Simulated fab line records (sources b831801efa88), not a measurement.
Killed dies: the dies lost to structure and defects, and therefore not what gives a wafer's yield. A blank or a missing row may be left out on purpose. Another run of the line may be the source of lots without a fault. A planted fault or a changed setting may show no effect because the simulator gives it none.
What tool caused it? -- flow gf180mcu -- Sampling: 12 lots, 36 wafers, 6 of 602 route steps

== WHAT THE GAUGES SHOWED, per wafer ==
GF_POLY_GATE_THK_MEAS_17. Usual: for POLY_GATE_OXIDATION_THK the level is 4.00 nm and the standard deviation is 0.076.
lot,measured,on,POLY_GATE_OXIDATION_THK (nm),flag
L640,day 9 16:59,film metro-03,3.98 3.94 3.95,
L645,day 11 03:02,film metro-01,3.83 3.81 3.76,
L648,day 11 20:28,film metro-03,4.02 4.00 4.07,
L649,day 12 03:20,film metro-04,3.94 4.08 4.08,
L651,day 12 20:31,film metro-03,3.88 3.88 3.95,
L652,day 13 03:28,film metro-03,3.95 3.97 4.04,
L655,day 14 02:25,film metro-03,3.93 3.82 3.98,
L656,day 14 06:29,film metro-04,3.85 3.87 3.85,
L659,day 15 03:50,film metro-01,4.01 3.99 4.07,
L660,day 15 16:13,film metro-04,4.01 3.96 3.99,
L661,day 15 18:07,film metro-04,3.97 3.98 3.97,
L662,day 15 22:41,film metro-03,3.99 4.12 4.04,

GF_HV_LDD_TW_MEAS_38. Usual: for HV_LDD_3_TW the level is 1426 and the standard deviation is 8.9.
lot,measured,on,HV_LDD_3_TW,flag
L640,day 12 01:20,film metro-02,1420 1422 1427,
L645,day 13 13:05,film metro-02,1428 1425 1434,
L648,day 14 08:47,film metro-02,1425 1428 1429,
L649,day 14 15:58,film metro-02,1428 1422 1426,
L651,day 15 11:52,film metro-02,1431 1429 1427,
L652,day 15 18:29,film metro-01,1419 1425 1431,
L655,day 16 20:56,film metro-02,1430 1427 1429,
L656,day 17 01:56,film metro-04,1485 1482 1482,OFF
L659,day 18 00:42,film metro-04,1444 1442 1449,
L660,day 18 13:28,film metro-01,1468 1458 1462,OFF
L661,day 18 16:41,film metro-01,1423 1419 1422,
L662,day 18 20:28,film metro-01,1415 1417 1416,

GF_HV_LDD_RS_MEAS_53: a four-point-probe measurement. Usual: for HV_LDD_RS the level is 418.6 ohm/sq and the standard deviation is 1.
lot,measured,on,HV_LDD_RS (ohm/sq),flag
L640,day 12 21:20,film metro-02,419.4 417.9 418.7,
L645,day 14 10:25,film metro-02,419.6 418.4 418.7,
L648,day 15 06:08,film metro-02,417.4 416.7 416.6,
L649,day 15 13:46,film metro-01,418.8 417.8 419.4,
L651,day 16 09:49,film metro-04,418.9 418.6 418.8,
L652,day 16 17:41,film metro-01,418.6 417.4 418.9,
L655,day 17 20:31,film metro-02,418.7 419.4 418.9,
L656,day 18 02:11,film metro-01,410.3 410.5 410.5,OFF
L659,day 19 01:08,film metro-04,418.6 419.2 418.7,
L660,day 19 14:00,film metro-01,411.8 413.3 412.6,OFF
L661,day 19 16:47,film metro-02,417.1 418.0 418.2,
L662,day 19 21:27,film metro-02,419.0 418.2 419.6,

== TOOL THAT RAN EACH LOT (tool first, then ch and the chambers of the sampled wafers, then the start) ==
lot,GF_POLY_GATE_STRIP_14,GF_HV_LDD_IMPLANT_36,GF_HV_LDD_STRIP_37
L640,"plasma asher-01 ch 0, day 9 15:35","implanter-01 ch 0, day 12 01:05","plasma asher-02 ch 0,1, day 12 01:13"
L645,"plasma asher-03 ch 1, day 11 01:38","implanter-01 ch 0, day 13 12:50","plasma asher-02 ch 0,1, day 13 12:59"
L648,"plasma asher-01 ch 0,1, day 11 19:04","implanter-02 ch 0, day 14 08:32","plasma asher-03 ch 0,1, day 14 08:41"
L649,"plasma asher-04 ch 0,1, day 12 01:13","implanter-01 ch 0, day 14 15:43","plasma asher-03 ch 0,1, day 14 15:52"
L651,"plasma asher-01 ch 0,1, day 12 16:12","implanter-04 ch 0, day 15 11:38","plasma asher-04 ch 0,1, day 15 11:47"
L652,"plasma asher-01 ch 0,1, day 13 01:46","implanter-02 ch 0, day 15 18:14","plasma asher-03 ch 0,1, day 15 18:23"
L655,"plasma asher-04 ch 0,1, day 14 01:01","implanter-02 ch 0, day 16 20:41","plasma asher-03 ch 0,1, day 16 20:50"
L656,"plasma asher-01 ch 0,1, day 14 04:38","implanter-01 ch 0, day 17 01:43","plasma asher-04 ch 0,1, day 17 01:51"
L659,"plasma asher-03 ch 0,1, day 15 02:25","implanter-04 ch 0, day 18 00:28","plasma asher-04 ch 0,1, day 18 00:35"
L660,"plasma asher-03 ch 0,1, day 15 14:14","implanter-01 ch 0, day 18 13:16","plasma asher-04 ch 0,1, day 18 13:22"
L661,"plasma asher-01 ch 0,1, day 15 16:43","implanter-02 ch 0, day 18 16:26","plasma asher-02 ch 0,1, day 18 16:35"
L662,"plasma asher-04 ch 0,1, day 15 21:17","implanter-04 ch 0, day 18 20:14","plasma asher-02 ch 0,1, day 18 20:22"
- GF_POLY_GATE_STRIP_14: strips in O2/N2.
- GF_HV_LDD_IMPLANT_36
- GF_HV_LDD_STRIP_37: strips in O2/N2.

== WHAT THE TOOLS THEMSELVES READ (means of the sampled wafers that have a number; where no wafer has one, the mark that the record gives instead) ==
GF_POLY_GATE_STRIP_14. Usual: drypump motor current A 5.7 A, standard deviation 0.52; heater power w 324 W, standard deviation 34; oes product au 0.505 a.u., standard deviation 0.0046.
lot,tool,drypump motor current A (A),heater power w (W),oes product au (a.u.),flag
L640,plasma asher-01,6.6,323,0.505,
L645,plasma asher-03,6.0,385,0.503,
L648,plasma asher-01,5.6,324,0.507,
L649,plasma asher-04,5.6,283,0.508,
L651,plasma asher-01,5.6,328,0.501,
L652,plasma asher-01,6.1,319,0.501,
L655,plasma asher-04,5.7,283,0.503,
L656,plasma asher-01,5.6,328,0.502,
L659,plasma asher-03,5.9,371,0.504,
L660,plasma asher-03,5.8,363,0.507,
L661,plasma asher-01,6.1,328,0.507,
L662,plasma asher-04,5.4,286,0.506,

GF_HV_LDD_IMPLANT_36. Usual: dose ions cm2 7.499e+12, standard deviation 8e+09; faraday current uA 42.3, standard deviation 0.9; rotation deg 270.00 degrees, standard deviation 0.058.
lot,tool,dose ions cm2,faraday current uA,rotation deg (degrees),flag
L640,implanter-01,7.500e+12,42.7,270.01,
L645,implanter-01,7.506e+12,42.8,269.98,
L648,implanter-02,7.494e+12,41.4,269.97,
L649,implanter-01,7.499e+12,41.5,269.98,
L651,implanter-04,7.506e+12,41.8,270.04,
L652,implanter-02,7.502e+12,41.8,270.04,
L655,implanter-02,7.504e+12,42.1,269.98,
L656,implanter-01,1.058e+13,59.2,269.97,OFF
L659,implanter-04,7.509e+12,42.4,269.98,
L660,implanter-01,1.058e+13,59.4,270.02,OFF
L661,implanter-02,7.498e+12,42.2,269.99,
L662,implanter-04,7.495e+12,42.2,270.03,

GF_HV_LDD_STRIP_37. Usual: drypump motor current A 5.64 A, standard deviation 0.25; heater power w 323 W, standard deviation 36; oes product au 0.716 a.u., standard deviation 0.0045; strip time to endpoint s 12.63 s, standard deviation 0.039.
lot,tool,drypump motor current A (A),heater power w (W),oes product au (a.u.),strip time to endpoint s (s),flag
L640,plasma asher-02,5.51,309,0.716,12.61,
L645,plasma asher-02,5.54,311,0.711,12.66,
L648,plasma asher-03,5.86,371,0.716,12.67,
L649,plasma asher-03,5.75,357,0.714,12.55,
L651,plasma asher-04,5.62,281,0.717,12.61,
L652,plasma asher-03,5.74,361,0.712,12.63,
L655,plasma asher-03,5.73,362,0.717,12.67,
L656,plasma asher-04,5.40,280,0.716,12.63,
L659,plasma asher-04,5.40,281,0.719,12.66,
L660,plasma asher-04,5.64,284,0.716,12.65,
L661,plasma asher-02,5.59,310,0.711,12.67,
L662,plasma asher-02,5.56,306,0.719,12.67,

== THE ANSWER, worked out from the rows above alone ==
Rule: take the mean of a lot's wafers that have a number; if it is more than 3 standard deviations from the usual mean, the lot is off. A lot without any number at a reading at which 4 lots or more have one is off too. All remaining lots with rows at the step are treated as sound. The gauges are gone through in route order, then the tools' own readings, and for those a lot's mean is taken as printed above. The first step at which some lot is off is used, and at that step the reading that is off furthest; a lot without a number counts as furthest.
Off: L656, L660, at GF_HV_LDD_TW_MEAS_38 (HV_LDD_3_TW).
If a tool, at a process step before that reading, ran all the lots that are off and no sound lot after the first of them, it fits. Not tried: the gauges at GF_HV_LDD_TW_MEAS_38; whatever is off there is also off at GF_HV_LDD_IMPLANT_36, on other tools, and gauge error can't account for it. One candidate fits, namely implanter-01 at GF_HV_LDD_IMPLANT_36. Its last sound lot is L649 (day 14 15:43), its first lot that is off L656 (day 17 01:43): a fault that began between those two fits.
The tool's own readings at GF_HV_LDD_IMPLANT_36 bear it out: on the lots that are off they differ by more than 5 times the standard deviation of the sound lots' means. dose ions cm2 reads 1.058e+13 there against 7.501e+12 on the sound lots; faraday current uA reads 59.3 there against 42.1 on the sound lots.

== WHAT THE SIMULATOR PUT IN ==
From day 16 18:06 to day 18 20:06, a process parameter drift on implanter-01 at GF_HV_LDD_IMPLANT_36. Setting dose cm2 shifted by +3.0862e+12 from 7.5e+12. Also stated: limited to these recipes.
Struck lots among those shown: L656, L660. The same result came from the rule above.
